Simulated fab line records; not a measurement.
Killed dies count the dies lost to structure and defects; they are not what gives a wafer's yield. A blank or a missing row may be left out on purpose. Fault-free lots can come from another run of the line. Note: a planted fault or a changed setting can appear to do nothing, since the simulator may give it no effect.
Struck lot and sound lot, side by side :: flow sky130 :: 15 steps out of a route of 708
Sound: the wafers L647.2, L647.4, L647.6. Struck: wafers L637.1, L637.4. (L637.5 of the same lot was not struck and is left out.) The cause comes at the end.
Per side, at each step with rows, come the tool, then ch with its chambers, and then its first start. Under that, the readings that differ: sound wafers :: struck wafers :: difference of the means :: sigmas: that difference in standard deviations of wafers without a fault.
alike: readings with means less than 2 such deviations apart, plus words and numbers identical on both sides. not compared: withheld readings, readings lacking a value on some wafer, bounds such as >300 that could conceal the same value, and numbers that have no deviation in the record and whose values overlap.
Wherever a step has rows on one side only, a row that says differs or no value, or a row with sigmas, the two part there. Numbers that don't overlap but have no deviation are shown without sigmas and don't part them. A reading missing from all wafers of one side parts the sides only when that side holds two or more wafers.

first, 3 steps without rows for these wafers: SKY_LI_CONTACT_EXPOSE_09 (exposes mask LICM1, target cd 170 nm); SKY_LI_CONTACT_PEB_10; SKY_LI_CONTACT_DEVELOP_11 (develop time 60 s).
SKY_LI_CONTACT_CD_MEAS_12 targets a cd of 170 nm.
  sound: cdSem-02 at day 35 14:12; struck: cdSem-02 at day 32 20:40
  alike: cdNm
SKY_LI_CONTACT_OVL_MEAS_13:
  sound: overlay-01 at day 35 14:18; struck: overlay-01 at day 32 20:47
  alike: LI_CONTACT_OVL
SKY_LI_CONTACT_ETCH_14: etches BARC in N2/H2, stops on SiO2, time 45.9 s, target depth 60 nm.
  sound on rieDiel-01 ch 1,3, day 35 14:20; struck on rieDiel-03 ch 0,1, day 32 20:49
  alike: drypumpMotorCurrentA, h2FlowSccm, oesProductAu, throttleValvePct
  not compared: rfHoursCounterH
SKY_LI_CONTACT_ETCH_15: etches PSG in C4F8/O2/Ar, stops on Si, target depth 600 nm.
  sound on rieDiel-01 ch 1,3, day 35 14:23; struck on rieDiel-03 ch 0,1, day 32 20:52
  alike: oesProductAu
SKY_LI_CONTACT_STRIP_16: strips in O2/N2.
  sound on plasmaAsher-02 ch 1, day 35 14:28; struck on plasmaAsher-03 ch 0,1, day 32 20:57
  alike: drypumpMotorCurrentA, o2FlowSccm, oesProductAu, stripTimeToEndpointS
  not compared: rfHoursCounterH
then, 2 steps without rows for these wafers: SKY_LI_CONTACT_CLEAN_17 (cleans in NMP, time 600 s); SKY_LI_CONTACT_PRE_CLEAN_18 (time 5.6 s).
SKY_LI_CONTACT_SPUTTER_19: material Ti, target thk 20 nm, time 106.37 s.
  sound: pvdSputter-02 at day 35 14:46; struck: pvdSputter-04 at day 32 21:16
  alike: throttleValvePct
SKY_LI_CONTACT_SPUTTER_20: material TiN, target thk 20 nm, time 80 s.
  sound: pvdSputter-02 at day 35 14:50; struck: pvdSputter-04 at day 32 21:20
  alike: throttleValvePct
SKY_LI_CONTACT_CVD_21: deposits W, target thk 400 nm, time 120.56 s.
  sound on cvdW-02 ch 1, day 35 14:53; struck on cvdW-01 ch 0, day 32 21:24
reading: chamberPressureTorr (Torr)
sound: 39.94 39.97 40.05
struck: 44.72 44.58
difference: +4.66
sigmas: +56

reading: heaterPowerW (W)
sound: 791 782 803
struck: 943 926
difference: +142
sigmas: +2
  not compared: model.W_of_LI_CONTACT_CVD_21.thkNm
SKY_LI_CONTACT_RS_MEAS_22: a four-point-probe measurement.
  sound: filmMetro-04 at day 35 15:02; struck: filmMetro-01 at day 32 21:31
  alike: LI_CONTACT_W_RS
-- record jumps: 16 days separate the struck wafers' starts on either side; left off in module LI_CONTACT, taken up again in module PAD_OPEN, whose first shown step is the route's number 708 --
SKY_PAD_OPEN_PROBE_99:
  sound: prober-02 at day 50 09:32; struck: prober-02 at day 48 13:51
reading: killed_at_M0_to_M3
sound: 34 39 46
struck: 44 61
difference: +13
sigmas: +2
  alike: killed_at_M4_up, killedAtContacts, killedAtFrontEnd, killedAtOther, killedDies, killedOpen, killedShort

WHERE THEY PART
First at SKY_LI_CONTACT_CVD_21; last, within this record, at SKY_PAD_OPEN_PROBE_99.

WHY: the cause the simulator had injected
cvdW-01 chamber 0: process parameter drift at SKY_LI_CONTACT_CVD_21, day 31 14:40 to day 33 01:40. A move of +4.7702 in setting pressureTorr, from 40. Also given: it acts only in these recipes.
